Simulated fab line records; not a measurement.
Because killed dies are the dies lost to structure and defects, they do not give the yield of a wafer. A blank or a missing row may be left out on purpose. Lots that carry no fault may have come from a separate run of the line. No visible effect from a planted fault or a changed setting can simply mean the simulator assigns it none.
Chamber matching / flow gf180mcu / GF_V4_CMP_26 on cmp-01 has 4 sister chambers
The step polishes, stops on SiO2, t overpolish 15 s, target thk 0 nm. 7 wafers are shown with their chamber, then 7 later ones without.

## WAFERS PAIRED WITH THEIR CHAMBERS
wafer=L397.1; chamber=2; motor_current_A (A)=12.0; time_to_endpoint_s (s)=79
wafer=L397.5; chamber=2; motor_current_A (A)=11.4; time_to_endpoint_s (s)=83
wafer=L400.2; chamber=3; motor_current_A (A)=12.3; time_to_endpoint_s (s)=87
wafer=L400.4; chamber=0; motor_current_A (A)=11.9; time_to_endpoint_s (s)=87
wafer=L400.5; chamber=1; motor_current_A (A)=10.3; time_to_endpoint_s (s)=90
wafer=L402.2; chamber=1; motor_current_A (A)=10.8; time_to_endpoint_s (s)=90
wafer=L402.4; chamber=3; motor_current_A (A)=12.5; time_to_endpoint_s (s)=83

## WAFERS WITH NO CHAMBER GIVEN
wafer=L402.6; motor_current_A (A)=10.4; time_to_endpoint_s (s)=89
wafer=L403.1; motor_current_A (A)=11.1; time_to_endpoint_s (s)=83
wafer=L403.3; motor_current_A (A)=10.8; time_to_endpoint_s (s)=94
wafer=L403.6; motor_current_A (A)=12.0; time_to_endpoint_s (s)=85
wafer=L405.1; motor_current_A (A)=12.5; time_to_endpoint_s (s)=88
wafer=L405.2; motor_current_A (A)=10.6; time_to_endpoint_s (s)=93
wafer=L405.3; motor_current_A (A)=12.3; time_to_endpoint_s (s)=91

## THE CHAMBER EACH PASSED THROUGH
wafer=L402.6; from the rows above=1; in truth=1
wafer=L403.1; from the rows above=can't be placed: 2 or 0 or 1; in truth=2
wafer=L403.3; from the rows above=1; in truth=1
wafer=L403.6; from the rows above=can't be placed: 0 or 3 or 2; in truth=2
wafer=L405.1; from the rows above=can't be placed: 3 or 0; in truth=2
wafer=L405.2; from the rows above=1; in truth=1
wafer=L405.3; from the rows above=can't be placed: 0 or 3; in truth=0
Correct placement for 3 of the 7. Unplaceable from these rows: 4, with the true chamber sitting among the candidates in 3. Number placed wrongly: 0.
How it was worked out, from the rows above alone: a wafer's distance from a chamber is the root of the sum, over the readings, of the square of ((its reading less the chamber's mean) divided by the reading's scatter). The wafer belongs to the nearest chamber; if the next one is less than 2 further off, it can't be placed. A chamber's mean is the mean of its shown wafers. The scatter: the root of (the sum of the squares of (reading less its chamber's mean) over the shown wafers, divided by (wafers less chambers)).
